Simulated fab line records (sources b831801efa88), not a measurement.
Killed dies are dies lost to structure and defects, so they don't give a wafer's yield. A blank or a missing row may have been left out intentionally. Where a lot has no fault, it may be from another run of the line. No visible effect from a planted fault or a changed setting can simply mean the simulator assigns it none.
Matching of chambers -- flow sky130 -- 4 sister chambers for SKY_VIA3_CMP_02 on cmp-02
The step polishes SiO2. 16 wafers are shown with their chamber, then 8 later ones without.

== EACH WAFER AND ITS CHAMBER ==
wafer,chamber,motor-current-A (A),retaining-ring-pressure-frac
L733.1,0,10.2,0.995
L733.4,2,13.1,1.006
L733.6,2,12.7,1.001
L736.1,1,12.4,0.997
L736.3,2,13.1,1.000
L736.5,1,12.7,0.995
L745.1,2,12.6,1.000
L745.2,3,12.2,0.997
L745.5,2,12.4,1.006
L744.2,1,12.4,0.995
L744.4,0,9.5,1.005
L744.6,1,12.3,0.996
L748.1,2,12.4,0.997
L748.3,1,12.2,0.999
L748.4,3,12.5,0.999
L749.3,0,11.0,1.001

SIGNATURES, as means of the wafers listed above
reading,chamber 0,chamber 1,chamber 2,chamber 3,scatter within a chamber
motor-current-A,10.233,12.400,12.717,12.350,0.389
retaining-ring-pressure-frac,1.00033,0.99640,1.00167,0.99800,0.00328
Rule: distance of a wafer from a chamber = root of the sum over the readings of ((wafer's reading minus chamber's mean) / reading's scatter) squared. The wafer belongs to the nearest chamber; if the next one is less than 2 further off, it can't be placed. The scatter is the square root of a quotient: the sum, over the shown wafers, of each reading's squared deviation from its chamber's mean, divided by wafers minus chambers.

== WAFERS MISSING THEIR CHAMBER ==
wafer,motor-current-A (A),retaining-ring-pressure-frac
L749.4,12.0,0.998
L749.6,13.2,0.997
L751.1,11.9,1.007
L751.2,13.0,1.002
L751.3,10.4,1.001
L752.3,12.4,0.995
L752.5,13.6,1.011
L752.6,12.5,1.002

== CHAMBER TAKEN BY EACH ==
wafer,from the rows above,in truth
L749.4,can't be placed: 3 or 1 or 2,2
L749.6,can't be placed: 2 or 1 or 3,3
L751.1,can't be placed: 2 or 3 or 1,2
L751.2,can't be placed: 2 or 3 or 1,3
L751.3,0,0
L752.3,can't be placed: 1 or 3 or 2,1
L752.5,can't be placed: 2 or 3 or 1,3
L752.6,can't be placed: 2 or 3 or 1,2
Correct placement for 1 of the 8. Cannot be placed on the basis of these rows: 7; the candidates contain the true chamber in 7. Placed wrongly: 0.
